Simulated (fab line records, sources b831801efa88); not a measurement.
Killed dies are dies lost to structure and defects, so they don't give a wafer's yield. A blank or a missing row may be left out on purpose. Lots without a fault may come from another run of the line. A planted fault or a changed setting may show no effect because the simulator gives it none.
A struck lot beside a sound one | flow sfq_line | 14 steps out of a route of 325
Sound: wafers L389.2, L389.3, L389.5. Struck: wafer L386.1. (L386.3, L386.5 of the same lot were not struck and are left out.) The cause comes at the end.
At each step with rows: each side's tool, then ch and its chambers, then its first start. Under that, the readings that differ: sound wafers | struck wafers | difference of the means | sigmas: that difference in standard deviations of wafers without a fault.
alike: readings whose means differ by less than 2 such deviations, and words and numbers that are the same on both sides. not compared: withheld readings, readings that some wafer has no value for, bounds like >300 that may hide the same value, and numbers for which the record gives no deviation and whose values overlap.
The two part at a step that has a row with sigmas, a row that says differs or no value, or rows on one side only. Numbers that don't overlap but have no deviation are shown without sigmas and don't part them. A reading that every wafer of one side lacks parts them only if that side has two wafers or more.

first, 2 steps without rows for these wafers: SFQ_TRILAYER_I2_VIA_STRIP_SOLV_CLEAN_072 (cleans in NMP, time 600 s); SFQ_TRILAYER_M3_DEP_PRE_CLEAN_074 (time 22.5 s).
SFQ_TRILAYER_M3_DEP_SPUTTER_073: material Nb, target thk 200 nm, time 133.3 s.
  sound on pvd_sputter-05, day 42 09:12; struck on pvd_sputter-03, day 41 16:26
  alike: cathode_dc_power_W, throttle_valve_pct
SFQ_M3_RS_MEAS_919: measures by four-point-probe.
  sound on film_metro-04, day 42 09:19; struck on film_metro-04, day 41 16:32
  alike: M3_NB_RS
then, 6 steps without rows for these wafers: SFQ_TRILAYER_M3_LITHO_COAT_080 (resist thk 62 nm); SFQ_TRILAYER_M3_LITHO_COAT_075 (resist thk 600 nm); SFQ_TRILAYER_M3_LITHO_SOFTBAKE_079; SFQ_TRILAYER_M3_LITHO_EXPOSE_076 (exposes mask M3, target cd 500 nm); SFQ_TRILAYER_M3_LITHO_PEB_078 (peb time 60 s); SFQ_TRILAYER_M3_LITHO_DEVELOP_077 (time 60 s).
-- the record jumps here: 6 days lie between the struck wafers' starts before and after --
SFQ_M3_OVL_MEAS_921:
  sound on overlay-01, day 47 18:40; struck on overlay-02, day 47 07:52
  alike: M3_OVL
SFQ_TRILAYER_M3_BARC_OPEN_METAL_ETCH_100: etches BARC in O2, target depth 125 nm, time 41.7 s.
  sound on rie_metal-03 ch 0,1, day 47 18:41; struck on rie_metal-01 ch 1, day 47 07:53
  reading                                             | sound           | struck | difference | sigmas
  drypump_motor_current_A (A)                         | 5.1 5.2 5.2     | 6.7    | +1.5       | +3
  model.KrF_of_TRILAYER_M3_LITHO_COAT_075.thk_nm (nm) | 522.8 524 521.9 | 542    | +19        |
  alike: oes_product_au
  not compared: rf_hours_counter_h
SFQ_TRILAYER_M3_ETCH_METAL_ETCH_078: etches Nb in Cl2/Ar, stops on SiO2, target depth 240 nm, time 120 s.
  sound on rie_metal-03 ch 0,1, day 47 18:45; struck on rie_metal-01 ch 1, day 47 07:57
  reading                                             | sound           | struck | difference | sigmas
  drypump_motor_current_A (A)                         | 5.1 5.2 5.2     | 6.6    | +1.4       | +2
  model.KrF_of_TRILAYER_M3_LITHO_COAT_075.thk_nm (nm) | 381 384.4 380.9 | 402.8  | +20.7      |
  alike: oes_product_au
  not compared: rf_hours_counter_h
SFQ_TRILAYER_M3_STRIP_STRIP_079: strips in O2.
  sound on rie_metal-03 ch 0,1, day 47 18:53; struck on rie_metal-01 ch 1, day 47 08:05
  reading                     | sound       | struck | difference | sigmas
  drypump_motor_current_A (A) | 5.1 5.3 5.3 | 6.7    | +1.5       | +2
  alike: oes_product_au
  not compared: rf_hours_counter_h

WHERE THEY PART
First at SFQ_TRILAYER_M3_BARC_OPEN_METAL_ETCH_100; last, within this record, at SFQ_TRILAYER_M3_STRIP_STRIP_079.

WHY: what the simulator had put in
Process parameter drift: rie_metal-01, from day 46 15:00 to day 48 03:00, at SFQ_TRILAYER_M3_BARC_OPEN_METAL_ETCH_100. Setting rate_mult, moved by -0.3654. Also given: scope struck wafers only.
